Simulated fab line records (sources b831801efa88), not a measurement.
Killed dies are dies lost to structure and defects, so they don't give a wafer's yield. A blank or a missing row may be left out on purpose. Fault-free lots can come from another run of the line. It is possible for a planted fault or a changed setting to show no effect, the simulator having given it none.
Struck lot and sound lot, side by side ; flow sky130 ; 21 steps out of a route of 708
Sound: wafers L201.2, L201.3, L201.5. Struck: wafer L219.6 (left out: L219.3, a lot-mate that was not struck); the cause follows at the end.
Per side, at each step with rows, come the tool, then ch with its chambers, and then its first start. Under that, the readings that differ: sound wafers ; struck wafers ; difference of the means ; sigmas: that difference in standard deviations of wafers without a fault.
alike: words and numbers the same on both sides, and readings whose means are apart by under 2 such deviations; not compared: readings that were withheld, readings missing a value for some wafer, numbers with overlapping values and no deviation given by the record, and bounds like >300 which may hide the same value.
A row with sigmas, a row that says differs or no value, or rows on one side alone: a step with any of these is where the two part. Non-overlapping numbers with no deviation appear without sigmas and do not part them. Lack of a reading on every wafer of one side parts them only where that side has two or more wafers.

first, 1 step without rows for these wafers: SKY_FIELD_ISO_CVD_24 (deposits SiO2, target thk 595 nm, time 99.2 s).
SKY_FIELD_ISO_THK_MEAS_25:
  struck on filmMetro-01, day 6 04:13; sound on filmMetro-04, day 2 07:30
  alike: FIELD_ISO_CVD_24_THK
then, 1 step without rows for these wafers: SKY_FIELD_ISO_ANNEAL_26 (time 1800 s).
SKY_FIELD_ISO_CMP_27: polishes, stops on Si3N4, t overpolish 16 s, target thk 457.8 nm.
  sound on cmp-01 ch 0,1,3, day 2 12:03; struck on cmp-02 ch 0, day 6 05:51
reading;sound;struck;difference;sigmas
overpolishRunS (s);15.983 15.995 16.009;16.016;+0.020;+2
  alike: motorCurrentA, timeToEndpointS
then, 5 steps without rows for these wafers: SKY_FIELD_ISO_WET_ETCH_28 (etches SiO2 in dHF, target depth 23.7 nm, time 47 s); SKY_FIELD_ISO_WET_ETCH_29 (etches Si3N4 in H3PO4, target depth 160 nm, time 1825 s); SKY_FIELD_ISO_WET_ETCH_30 (etches SiO2 in dHF, target depth 25 nm, time 50 s); SKY_NWELL_CLEAN_00 (cleans in SC1/SC2, time 150 s); SKY_NWELL_OXIDATION_01 (stabilise 600 s, purge 300 s, target thk 10 nm).
SKY_NWELL_THK_MEAS_02:
  struck on filmMetro-02, day 6 08:04; sound on filmMetro-03, day 2 18:49
  alike: NWELL_OXIDATION_THK
then, 2 steps without rows for these wafers: SKY_DNWELL_DEHYDRATE_00 (time 60 s); SKY_DNWELL_HMDS_01 (prime time 60 s).
SKY_DNWELL_COAT_02: resist thk 3000 nm.
  sound on lithoTrack-01 ch 0, day 3 01:22; struck on lithoTrack-01 ch 0, day 6 17:44
reading;sound;struck;difference;sigmas
model.coat_of_DNWELL_COAT_02.thkNm (nm);3008 2991 2989;1972;-1024;
then, 3 steps without rows for these wafers: SKY_DNWELL_SOFTBAKE_03; SKY_DNWELL_EXPOSE_04 (exposes mask DNM, target cd 3000 nm); SKY_DNWELL_PEB_05.
SKY_DNWELL_DEVELOP_06: develop time 60 s.
  sound: lithoTrack-02 ch 0; struck: lithoTrack-02 ch 0
reading;sound;struck;difference;sigmas
model.coat_of_DNWELL_COAT_02.thkNm (nm);3004 2987 2985;1968;-1024;
next, for these wafers, 1 step has no rows: SKY_DNWELL_IMPLANT_07.
SKY_DNWELL_STRIP_08: strips in O2/N2.
  sound on plasmaAsher-02 ch 0,1, day 3 09:28; struck on plasmaAsher-04 ch 0, day 7 03:49
reading;sound;struck;difference;sigmas
stripTimeToEndpointS (s);37.00 36.81 36.80;25.03;-11.84;-99 or more
  alike: drypumpMotorCurrentA, oesProductAu
  not compared: rfHoursCounterH
SKY_DNWELL_TW_MEAS_09:
  struck on filmMetro-03, day 7 03:53; sound on filmMetro-04, day 3 09:35
  alike: DNWELL_TW
-- the record jumps here: 43 days lie between the struck wafers' starts before and after (it left off in module DNWELL and takes up again in module PAD_OPEN, whose first step shown is number 708 of the route) --
SKY_PAD_OPEN_PROBE_99:
  struck on prober-02, day 49 20:26; sound on prober-02, day 46 00:33
reading;sound;struck;difference;sigmas
killed_at_M0_to_M3;39 46 51;30;-15;-2
killedDies;74 90 93;63;-23;-2
model.etest.nfet_16v.rOnOhmUm;1.398e+04 1.405e+04 1.406e+04;1.306e+04;-9.700e+02;
model.etest.pfetG5v0d10v5.rOnOhmUm;4732 4803 4793;5222;+446;
model.etest.tipP.rsOhmSq;6816 6809 6791;7168;+363;
model.etest.resDeepNwell.widthNm (nm);2994 2988 3001;3077;+83;
model.etest.pfet_01v8.rOnOhmUm;2884 2879 2920;3034;+140;
model.etest.tip_p_5v.rsOhmSq;2852 2851 2858;3034;+180;
model.etest.nfetG5v0d10v5.rOnOhmUm;1908 1919 1907;1826;-85;
model.etest.nfet_05v0_nvt.driveUaUm;571.8 570.8 576.8;614;+41;
  alike: killed_at_M4_up, killedAtContacts, killedAtFrontEnd, killedAtOther, killedOpen, killedShort

== WHERE THEY PART ==
First at SKY_FIELD_ISO_CMP_27; last, within this record, at SKY_PAD_OPEN_PROBE_99.

WHY: what had been put in by the simulator
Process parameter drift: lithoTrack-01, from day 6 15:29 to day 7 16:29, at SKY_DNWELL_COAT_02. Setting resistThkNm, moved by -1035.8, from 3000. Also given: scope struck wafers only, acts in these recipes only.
